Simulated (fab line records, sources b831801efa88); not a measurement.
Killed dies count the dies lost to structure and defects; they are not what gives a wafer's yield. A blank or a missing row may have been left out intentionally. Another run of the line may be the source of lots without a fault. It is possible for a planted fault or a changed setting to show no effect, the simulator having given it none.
A lot that was struck, set against a sound lot    flow sky130    23 steps out of a route of 708
Sound: the wafers L827.1, L827.5, L827.6. Wafers struck: L833.1, L833.3, L833.5. The cause is given at the end.
For every step that has rows: the tool of each side, followed by ch and its chambers, followed by its first start. Under that, the readings that differ: sound wafers    struck wafers    difference of the means    sigmas: that difference in standard deviations of wafers without a fault.
alike: a reading whose means differ by less than 2 such deviations, as well as words and numbers matching on both sides. not compared: withheld readings; readings where some wafer has no value; bounds like >300 that might hide an equal value; numbers whose values overlap and for which the record gives no deviation.
Wherever a step has rows on one side only, a row that says differs or no value, or a row with sigmas, the two part there. Numbers that don't overlap but have no deviation are shown without sigmas and don't part them. A reading that every wafer of one side lacks parts them only if that side has two wafers or more.

first, 8 steps without rows for these wafers: SKY_LDD_N_IMPLANT_08; SKY_LDD_N_IMPLANT_09; SKY_LDD_N_IMPLANT_10; SKY_LDD_N_IMPLANT_11; SKY_LDD_N_IMPLANT_12; SKY_LDD_N_IMPLANT_13; SKY_LDD_N_IMPLANT_14; SKY_LDD_N_IMPLANT_15.
SKY_LDD_N_STRIP_16: strips in O2/N2.
  sound on plasma-asher-02 ch 0,1, day 18 06:37; struck on plasma-asher-03 ch 1, day 20 14:32
reading                      sound        struck       difference  sigmas
drypump-motor-current-A (A)  5.7 5.7 5.4  6.7 6.7 6.7  +1.1        +2
  alike: oes-product-au, strip-time-to-endpoint-s
  not compared: rf-hours-counter-h
SKY_LDD_N_TW_MEAS_17:
  sound on film-metro-01 at day 18 06:43; struck on film-metro-01 at day 20 14:38
  alike: LDD_N_TW
then, 2 steps without rows for these wafers: SKY_LDD_P_DEHYDRATE_00 (time 60 s); SKY_LDD_P_HMDS_01 (prime time 60 s).
SKY_LDD_P_COAT_02: resist thk 1140 nm.
  sound on litho-track-01 ch 0, day 18 21:25; struck on litho-track-04 ch 0, day 21 05:53
reading                                     sound           struck          difference  sigmas
model.NOVOLAK_of_LDD_P_COAT_02.thk-nm (nm)  1137 1133 1136  1238 1236 1236  +101        
  alike: dispense-pressure-kPa
then, 3 steps without rows for these wafers: SKY_LDD_P_SOFTBAKE_03 (time 60 s); SKY_LDD_P_EXPOSE_04 (exposes mask PSDM, target cd 380 nm); SKY_LDD_P_PEB_05.
SKY_LDD_P_DEVELOP_06: develop time 60 s.
  sound on litho-track-04 ch 0, day 19 12:26; struck on litho-track-02 ch 0, day 21 20:52
reading                                     sound           struck          difference  sigmas
model.NOVOLAK_of_LDD_P_COAT_02.thk-nm (nm)  1137 1133 1135  1238 1235 1236  +101        
SKY_LDD_P_CD_MEAS_07 targets a cd of 380 nm.
  sound on cd-sem-01 at day 19 12:35; struck on cd-sem-01 at day 21 21:01
reading     sound              struck             difference  sigmas
cd-nm (nm)  382.9 381.5 383.2  373.7 376.3 375.0  -7.5        -3
SKY_LDD_P_OVL_MEAS_08:
  sound on overlay-01 at day 19 12:42; struck on overlay-01 at day 21 21:08
  alike: LDD_P_OVL
after that, 1 step had no rows for these wafers: SKY_LDD_P_IMPLANT_09.
SKY_LDD_P_STRIP_10: strips in O2/N2.
  sound on plasma-asher-03 ch 0,1, day 19 12:53; struck on plasma-asher-03 ch 0, day 21 21:19
reading                       sound              struck             difference  sigmas
strip-time-to-endpoint-s (s)  14.15 14.10 14.13  15.28 15.29 15.26  +1.15       +29
  alike: drypump-motor-current-A, oes-product-au
  not compared: rf-hours-counter-h
SKY_LDD_P_TW_MEAS_11:
  sound on film-metro-02 at day 19 12:59; struck on film-metro-03 at day 21 21:25
reading   sound        struck       difference  sigmas
LDD_P_TW  628 626 626  640 637 637  +11         +2
SKY_PAD_OPEN_PROBE_99:
  sound wafers here have rows in the record (prober-02, day 46 03:08); struck ones have none

## WHERE THEY PART
Earliest at SKY_LDD_N_STRIP_16; latest, in this record, at SKY_PAD_OPEN_PROBE_99.

WHY: whatever the simulator had introduced
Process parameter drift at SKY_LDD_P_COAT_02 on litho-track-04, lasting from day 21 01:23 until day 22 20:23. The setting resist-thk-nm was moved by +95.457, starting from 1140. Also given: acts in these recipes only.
